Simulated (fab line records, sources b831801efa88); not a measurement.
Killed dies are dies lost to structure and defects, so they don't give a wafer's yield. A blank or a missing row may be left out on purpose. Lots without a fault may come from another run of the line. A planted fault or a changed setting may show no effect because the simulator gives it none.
Which tool did it? | flow sky130 | 11 lots, 33 wafers sampled, at 3 steps of a route of 708

WHAT THE GAUGES READ, wafer by wafer
SKY_METAL1_RS_MEAS_05: measures by four-point-probe. Usual: METAL1_ALCU_RS 0.1274 ohm/sq, standard deviation 0.0013.
lot  | measured     | on            | METAL1_ALCU_RS (ohm/sq) | flag
L543 | day 33 15:55 | film_metro-02 | 0.1287 0.1282 0.1254    |
L544 | day 33 20:37 | film_metro-03 | 0.1291 0.1279 0.1286    |
L546 | day 34 09:38 | film_metro-01 | 0.1270 0.1271 0.1264    |
L547 | day 35 04:32 | film_metro-02 | 0.1270 0.1285 0.1274    |
L548 | day 35 05:58 | film_metro-03 | 0.1256 0.1257 0.1279    |
L554 | day 37 07:49 | film_metro-03 | 0.1256 0.1268 0.1266    |
L556 | day 37 16:07 | film_metro-02 | 0.1262 0.1286 0.1267    |
L557 | day 37 16:28 | film_metro-02 | 0.1262 0.1267 0.1281    |
L555 | day 37 18:09 | film_metro-01 | 0.1270 0.1268 0.1266    |
L559 | day 38 06:31 | film_metro-02 | 0.1279 0.1281 0.1280    |
L560 | day 38 22:23 | film_metro-02 | 0.1268 0.1281 0.1274    |

SKY_METAL1_THK_MEAS_06: measures by xrf. Usual: METAL1_ALCU_THK 247 nm, standard deviation 3.
lot  | measured     | on            | METAL1_ALCU_THK (nm) | flag
L543 | day 33 16:02 | film_metro-02 | 245 246 251          |
L544 | day 33 20:43 | film_metro-03 | 243 246 243          |
L546 | day 34 09:44 | film_metro-01 | 249 248 252          |
L547 | day 35 04:40 | film_metro-02 | 249 245 247          |
L548 | day 35 06:03 | film_metro-03 | 252 251 248          |
L554 | day 37 07:55 | film_metro-03 | 251 249 249          |
L556 | day 37 16:14 | film_metro-02 | 247 243 247          |
L557 | day 37 16:34 | film_metro-02 | 249 248 245          |
L555 | day 37 18:16 | film_metro-01 | 248 249 253          |
L559 | day 38 06:38 | film_metro-02 | 245 244 244          |
L560 | day 38 22:29 | film_metro-02 | 246 244 244          |

WHICH TOOL RAN EACH LOT (tool, then ch and the chambers of the sampled wafers, then the start)
lot  | SKY_METAL1_SPUTTER_04
L543 | pvd_sputter-01, day 33 15:52
L544 | pvd_sputter-02, day 33 20:32
L546 | pvd_sputter-03, day 34 09:33
L547 | pvd_sputter-01, day 35 04:29
L548 | pvd_sputter-03, day 35 05:51
L554 | pvd_sputter-01, day 37 07:43
L556 | pvd_sputter-02, day 37 16:04
L557 | pvd_sputter-03, day 37 16:22
L555 | pvd_sputter-03, day 37 18:06
L559 | pvd_sputter-01, day 38 06:28
L560 | pvd_sputter-02, day 38 22:19
- SKY_METAL1_SPUTTER_04: material TiN, target thk 70 nm, time 58.3 s.

WHAT THE TOOLS THEMSELVES READ (means of the sampled wafers that have a number; where no wafer has one, the mark that the record gives instead)
SKY_METAL1_SPUTTER_04. Usual: throttle_valve_pct 30.4 %, standard deviation 1.5.
lot  | tool           | throttle_valve_pct (%) | flag
L543 | pvd_sputter-01 | 30.4                   |
L544 | pvd_sputter-02 | 28.9                   |
L546 | pvd_sputter-03 | 31.8                   |
L547 | pvd_sputter-01 | 32.2                   |
L548 | pvd_sputter-03 | 31.3                   |
L554 | pvd_sputter-01 | 31.2                   |
L556 | pvd_sputter-02 | 29.4                   |
L557 | pvd_sputter-03 | 30.2                   |
L555 | pvd_sputter-03 | 31.3                   |
L559 | pvd_sputter-01 | 30.5                   |
L560 | pvd_sputter-02 | 29.6                   |

THE ANSWER, worked out from the rows above alone
Rule: a lot is off if the mean of its wafers that have a number lies more than 3 standard deviations from the usual mean. A lot without any number at a reading at which 4 lots or more have one is off too. The other lots that the step has rows for count as sound. The gauges are gone through in route order, then the tools' own readings, and for those a lot's mean is taken as printed above. The first step at which some lot is off is used, and at that step the reading that is off furthest; a lot without a number counts as furthest.
No lot is off at any reading shown: from this, nothing can be told.

WHAT THE SIMULATOR HAD PUT IN
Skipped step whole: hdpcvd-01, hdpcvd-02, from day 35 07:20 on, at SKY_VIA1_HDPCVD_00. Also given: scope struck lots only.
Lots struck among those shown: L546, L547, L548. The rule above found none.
